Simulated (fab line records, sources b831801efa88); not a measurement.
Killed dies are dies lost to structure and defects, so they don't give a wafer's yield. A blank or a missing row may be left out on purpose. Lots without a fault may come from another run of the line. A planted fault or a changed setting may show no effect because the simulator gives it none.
A struck lot beside a sound one | flow sky130 | 24 steps out of a route of 708
Sound: wafers L825.2, L825.3, L825.5. Struck: wafers L834.1, L834.4, L834.6. The cause comes at the end.
At each step with rows: each side's tool, then ch and its chambers, then its first start. Under that, the readings that differ: sound wafers | struck wafers | difference of the means | sigmas: that difference in standard deviations of wafers without a fault.
alike: readings whose means differ by less than 2 such deviations, and words and numbers that are the same on both sides. not compared: withheld readings, readings that some wafer has no value for, bounds like >300 that may hide the same value, and numbers for which the record gives no deviation and whose values overlap.
The two part at a step that has a row with sigmas, a row that says differs or no value, or rows on one side only. Numbers that don't overlap but have no deviation are shown without sigmas and don't part them. A reading that every wafer of one side lacks parts them only if that side has two wafers or more.

first, 9 steps without rows for these wafers: SKY_VIA3_SPUTTER_20 (material TiN, target thk 20 nm, time 80 s); SKY_VIA3_CVD_21 (deposits W, target thk 390 nm, time 117.31 s); SKY_VIA3_CMP_24 (polishes, stops on SiO2, t overpolish 20 s, target thk 0 nm); SKY_METAL4_SPUTTER_00 (material Ti, target thk 15 nm, time 10 s); SKY_METAL4_SPUTTER_01 (material TiN, target thk 20 nm, time 16.7 s); SKY_METAL4_SPUTTER_02 (material AlCu, target thk 735 nm, time 39.1 s); SKY_METAL4_SPUTTER_03 (material Ti, target thk 5 nm, time 3.3 s); SKY_METAL4_SPUTTER_04 (material TiN, target thk 70 nm, time 58.3 s); SKY_CAP2M_CVD_00 (deposits SiO2, target thk 15.5 nm).
SKY_CAP2M_SPUTTER_02: material TiN, target thk 200 nm, time 166.7 s.
  sound on pvd_sputter-02, day 42 03:04; struck on pvd_sputter-02, day 43 18:43
  reading                                   | sound           | struck            | difference | sigmas
  model.TiN_of_CAP2M_SPUTTER_02.thk_nm (nm) | 204 199.8 201.7 | 291.8 294.6 292.4 | +91.1      |
  alike: throttle_valve_pct
SKY_CAP2M_RS_MEAS_03: measures by four-point-probe.
  sound on film_metro-01, day 42 03:11; struck on film_metro-01, day 43 18:49
  reading               | sound          | struck         | difference | sigmas
  CAP2M_TIN_RS (ohm/sq) | 6.77 6.91 6.86 | 4.71 4.66 4.70 | -2.16      | -26
SKY_CAP2M_THK_MEAS_04: measures by xrf.
  sound on film_metro-01, day 42 03:18; struck on film_metro-01, day 43 18:56
  reading            | sound             | struck            | difference | sigmas
  CAP2M_TIN_THK (nm) | 202.9 198.6 201.1 | 289.2 293.1 291.2 | +90.3      | +39
then, 7 steps without rows for these wafers: SKY_CAP2M_DEHYDRATE_05 (time 60 s); SKY_CAP2M_HMDS_06 (prime time 60 s); SKY_CAP2M_COAT_07 (resist thk 1140 nm); SKY_CAP2M_SOFTBAKE_08 (time 60 s); SKY_CAP2M_EXPOSE_09 (exposes mask CAP2M, target cd 1000 nm); SKY_CAP2M_PEB_10; SKY_CAP2M_DEVELOP_11 (develop time 60 s).
SKY_CAP2M_METAL_ETCH_13: etches TiN in Cl2/BCl3, stops on SiO2, target depth 220 nm, time 62.9 s.
  sound on rie_metal-03 ch 0, day 43 01:08; struck on rie_metal-02 ch 1, day 44 16:44
  reading                | sound                | struck               | difference | sigmas
  oes_product_au (a.u.)  | 0.952 0.941 0.947    | 0.992 1.005 0.997    | +0.051     | +7
  throttle_valve_pct (%) | 21.897 21.907 21.887 | 21.863 21.864 21.850 | -0.038     | -4
  alike: bias_w, drypump_motor_current_A, he_backside_leak_sccm, rf_fwd_power_W
  not compared: rf_hours_counter_h
then, 1 step without rows for these wafers: SKY_CAP2M_STRIP_14 (strips in O2/N2).
SKY_CAP2M_STRIP_15: strips in post etch residue remover, time 1200 s.
  sound on wet_bench-03 ch 2, day 43 01:19; struck on wet_bench-03 ch 3, day 44 17:00
  reading                                   | sound             | struck          | difference | sigmas
  model.TiN_of_CAP2M_SPUTTER_02.thk_nm (nm) | 203.6 199.4 201.3 | 291.4 294.2 292 | +91.1      |
then, 1 step without rows for these wafers: SKY_CAP2M_CLEAN_16 (cleans in IPA, time 180 s).
-- the record jumps here: 4 days lie between the struck wafers' starts before and after (it left off in module CAP2M and takes up again in module PAD_OPEN, whose first step shown is number 708 of the route) --
SKY_PAD_OPEN_PROBE_99:
  sound on prober-02, day 47 20:13; struck on prober-02, day 49 03:53
  reading                  | sound          | struck         | difference | sigmas
  defect_limited_yield (%) | 84.1 85.0 79.5 | 0 0 0          | -83        | -44
  killed_at_other          | 0 0 0          | 415 404 420    | +413       | +99 or more
  killed_dies              | 78 74 101      | 492 492 492    | +408       | +44
  killed_on_rim            | 11 9 24        | 96 96 96       | +81        | +21
  sort_bin_3_pad_short (%) | 0.2 0.2 1.6    | 85.2 82.5 86.2 | +84.0      | +99 or more
  sort_n_pass              | 414 418 391    | 0 0 0          | -408       | -44
  sort_yield_pct (%)       | 84.1 85.0 79.5 | 0 0 0          | -83        | -44
  alike: killed_at_M0_to_M3, killed_at_M4_up, killed_at_contacts, killed_at_front_end, killed_open, killed_short, sort_bin_5_function, sort_bin_6_memory

WHERE THEY PART
First at SKY_CAP2M_RS_MEAS_03; last, within this record, at SKY_PAD_OPEN_PROBE_99.

WHY: what the simulator had put in
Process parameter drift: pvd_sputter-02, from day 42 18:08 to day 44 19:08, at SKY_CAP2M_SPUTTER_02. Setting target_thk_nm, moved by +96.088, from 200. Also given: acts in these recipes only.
